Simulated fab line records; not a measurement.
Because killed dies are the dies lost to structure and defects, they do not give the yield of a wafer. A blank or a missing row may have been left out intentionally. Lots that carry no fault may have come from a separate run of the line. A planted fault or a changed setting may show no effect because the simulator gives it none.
Comparing a struck lot with a sound one || flow sky130 || 15 steps out of a route of 708
Sound: these wafers, L848.2, L848.3, L848.5. Struck: wafers L862.2, L862.4, L862.5. The cause is named last.
Each step with rows lists, per side, the tool, then ch with its chambers, then its first start. Under that, the readings that differ: sound wafers || struck wafers || difference of the means || sigmas: that difference in standard deviations of wafers without a fault.
alike: readings with means less than 2 such deviations apart, plus words and numbers identical on both sides. not compared: withheld readings, readings lacking a value on some wafer, bounds such as >300 that could conceal the same value, and numbers that have no deviation in the record and whose values overlap.
Wherever a step has rows on one side only, a row that says differs or no value, or a row with sigmas, the two part there. Numbers that have no deviation but don't overlap get no sigmas and don't part them. Lack of a reading on every wafer of one side parts them only where that side has two or more wafers.

SKY_CAP2M_SPUTTER_02: material TiN, target thk 200 nm, time 166.7 s.
  struck on pvd-sputter-01, day 45 00:04; sound on pvd-sputter-02, day 41 02:35
  alike: throttle-valve-pct
SKY_CAP2M_RS_MEAS_03: uses a four-point probe to measure.
  struck on film-metro-04, day 45 00:11; sound on film-metro-04, day 41 02:43
  alike: CAP2M_TIN_RS
SKY_CAP2M_THK_MEAS_04: measures by xrf.
  struck on film-metro-04, day 45 00:18; sound on film-metro-04, day 41 02:49
{"reading": "CAP2M_TIN_THK (nm)", "sound": "200.9 200.2 201.7", "struck": "204.4 204.2 203.9", "difference": "+3.2", "sigmas": "+2"}
then, 7 steps without rows for these wafers: SKY_CAP2M_DEHYDRATE_05 (time 60 s); SKY_CAP2M_HMDS_06 (prime time 60 s); SKY_CAP2M_COAT_07 (resist thk 1140 nm); SKY_CAP2M_SOFTBAKE_08 (time 60 s); SKY_CAP2M_EXPOSE_09 (exposes mask CAP2M, target cd 1000 nm); SKY_CAP2M_PEB_10; SKY_CAP2M_DEVELOP_11 (develop time 60 s).
SKY_CAP2M_OVL_MEAS_12:
  struck on overlay-02, day 45 21:13; sound on overlay-01, day 42 02:17
  alike: CAP2M_OVL
SKY_CAP2M_METAL_ETCH_13: etches TiN in Cl2/BCl3, stops on SiO2, target depth 220 nm, time 62.9 s.
  sound on rie-metal-03 ch 0,1, day 42 02:19; struck on rie-metal-04 ch 0, day 45 21:15
  alike: drypump-motor-current-A, oes-product-au, throttle-valve-pct
  not compared: rf-hours-counter-h
SKY_CAP2M_STRIP_14: strips in O2/N2.
  sound on plasma-asher-01 ch 0,1, day 42 02:23; struck on plasma-asher-01 ch 0,1, day 45 21:20
  no value came back on the struck wafers for any of 5 readings (chamber-pressure-mTorr (mTorr), drypump-motor-current-A (A) and others); on the sound wafers chamber-pressure-mTorr (mTorr) reads 1499.6 1501.3 1500.6
{"reading": "model.NOVOLAK_of_CAP2M_COAT_07.thk-nm (nm)", "sound": "0 0 0", "struck": "995.2 994.6 995.8", "difference": "+995.2", "sigmas": ""}
  not compared: rf-hours-counter-h
then, 1 step without rows for these wafers: SKY_CAP2M_STRIP_15 (strips in post etch residue remover, time 1200 s).
-- the record jumps here: 4 days lie between the struck wafers' starts before and after (it left off in module CAP2M and takes up again in module PAD_OPEN, whose first step shown is number 708 of the route) --
SKY_PAD_OPEN_PROBE_99:
  the record has rows for the struck wafers here (prober-01, day 50 01:17) and none for the sound ones

== WHERE THEY PART ==
At SKY_CAP2M_THK_MEAS_04 first; at SKY_PAD_OPEN_PROBE_99 last (within this record only).

WHY: the cause the simulator had injected
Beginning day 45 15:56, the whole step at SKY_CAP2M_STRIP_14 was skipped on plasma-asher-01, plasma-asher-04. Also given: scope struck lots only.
